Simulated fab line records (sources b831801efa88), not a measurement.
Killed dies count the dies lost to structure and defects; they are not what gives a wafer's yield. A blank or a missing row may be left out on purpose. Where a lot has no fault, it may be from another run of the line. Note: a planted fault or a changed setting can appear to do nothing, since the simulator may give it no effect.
8D (eight disciplines) problem report, filled in by code -- flow sky130 -- the parts of the form that need people (team, actions taken, sign-off) are left out

== 1. WHAT IS WRONG ==
Wafers without a fault read 50.001, standard deviation 0.014; beam energy keV at SKY_LDD_N_IMPLANT_14 reads a mean of 48.082 on 9 wafers belonging to 3 lots. That is -99 or more standard deviations from the usual mean.
Seen first at day 21 06:48 on implanter-03, wafer L112.1. The record holds 21 wafers of 7 lots with a number at this step. The rule behind "out" and "out of limits": a value lying over 4 standard deviations away from the usual mean. The rest of the wafers with a number are treated as sound.

== 2. WHAT IT IS AND WHAT IT IS NOT ==
question,is,is not
which readings at this step,beam energy keV,-
which lots,"L112, L113, L114","L104, L124, L125, L126"
which wafers of those lots,all that have a number,-
read on which tools,implanter-03,implanter-01
when,from day 21 06:48,"up to then (3 sound wafers); but 9 sound wafers of L124, L125, L126 came after"

== 3. SUSPECTS, AND WHAT RULES EACH OUT ==
Counting: a tool at any process step up to the reading remains a suspect when it ran all the lots that are out and ran no sound lot after the first of those.
- implanter-03 at SKY_LDD_N_IMPLANT_14: ruled out as a lasting fault. Sound lots L124, L125 ran on it after its first lot that is out, L112 (day 21 06:48).
Left after counting: nothing in the record.

== 4. THE CAUSE (what the simulator had put in) ==
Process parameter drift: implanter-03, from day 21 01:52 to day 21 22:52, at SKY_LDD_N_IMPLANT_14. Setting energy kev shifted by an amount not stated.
Counting ruled it out, wrongly.

== 5. THE CHAIN OF EFFECTS, in route order ==
Each row: a reading whose mean over the struck wafers that have a number lies more than 3 standard deviations from the usual. Scope: only readings with a usual standard deviation given in the record; hours: median across lots of the time from each lot's start at the first step in this table that gives one to its start at this step; sigmas: change in usual standard deviations.
hours,step,reading,usual,on struck wafers,change,sigmas
0,SKY_LDD_N_IMPLANT_14,beam energy keV,50.001,48.082,-1.919,-99 or more
Its process steps:
- SKY_LDD_N_IMPLANT_14

== 6. HOW IT WOULD HAVE BEEN CAUGHT EARLIER ==
In this record the first reading out of limits was taken at day 21 06:48, 5 hours after the fault began at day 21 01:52.
